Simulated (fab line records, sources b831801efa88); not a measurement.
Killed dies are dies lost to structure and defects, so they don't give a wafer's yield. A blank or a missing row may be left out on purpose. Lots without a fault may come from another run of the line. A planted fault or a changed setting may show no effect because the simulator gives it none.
Which tool did it? | flow gf180mcu | 12 lots, 36 wafers sampled, at 1 step of a route of 602

WHAT THE GAUGES READ, wafer by wafer
GF_V1_CD_MEAS_14: target cd 260 nm. Usual: cd_nm 260.1 nm, standard deviation 1.1.
lot  | measured     | on        | cd_nm (nm)        | flag
L457 | day 18 19:28 | cd_sem-02 | 261.0 260.5 260.6 |
L456 | day 18 23:31 | cd_sem-01 | 259.7 259.5 260.6 |
L458 | day 19 04:35 | cd_sem-01 | 258.1 259.0 259.4 |
L459 | day 19 19:05 | cd_sem-01 | 259.6 259.6 259.9 |
L460 | day 20 04:13 | cd_sem-02 | 258.8 259.7 257.9 |
L461 | day 20 14:19 | cd_sem-02 | 259.7 260.5 260.8 |
L466 | day 22 05:46 | cd_sem-02 | 259.6 258.9 258.2 |
L467 | day 22 13:41 | cd_sem-01 | 258.1 258.7 259.0 |
L468 | day 23 04:50 | cd_sem-01 | 260.9 260.7 261.1 |
L472 | day 24 08:34 | cd_sem-01 | 260.9 260.2 259.1 |
L474 | day 25 02:52 | cd_sem-02 | 259.7 260.2 261.0 |
L476 | day 25 10:55 | cd_sem-02 | 261.9 262.8 260.5 |

WHICH TOOL RAN EACH LOT (tool, then ch and the chambers of the sampled wafers, then the start)
The record holds no process step before these readings.

WHAT THE TOOLS THEMSELVES READ (means of the sampled wafers that have a number; where no wafer has one, the mark that the record gives instead)
The record holds no such reading with a usual standard deviation.

THE ANSWER, worked out from the rows above alone
Rule: a lot is off if the mean of its wafers that have a number lies more than 3 standard deviations from the usual mean. A lot without any number at a reading at which 4 lots or more have one is off too. The other lots that the step has rows for count as sound. The gauges are gone through in route order, then the tools' own readings, and for those a lot's mean is taken as printed above. The first step at which some lot is off is used, and at that step the reading that is off furthest; a lot without a number counts as furthest.
No lot is off at any reading shown: from this, nothing can be told.

WHAT THE SIMULATOR HAD PUT IN
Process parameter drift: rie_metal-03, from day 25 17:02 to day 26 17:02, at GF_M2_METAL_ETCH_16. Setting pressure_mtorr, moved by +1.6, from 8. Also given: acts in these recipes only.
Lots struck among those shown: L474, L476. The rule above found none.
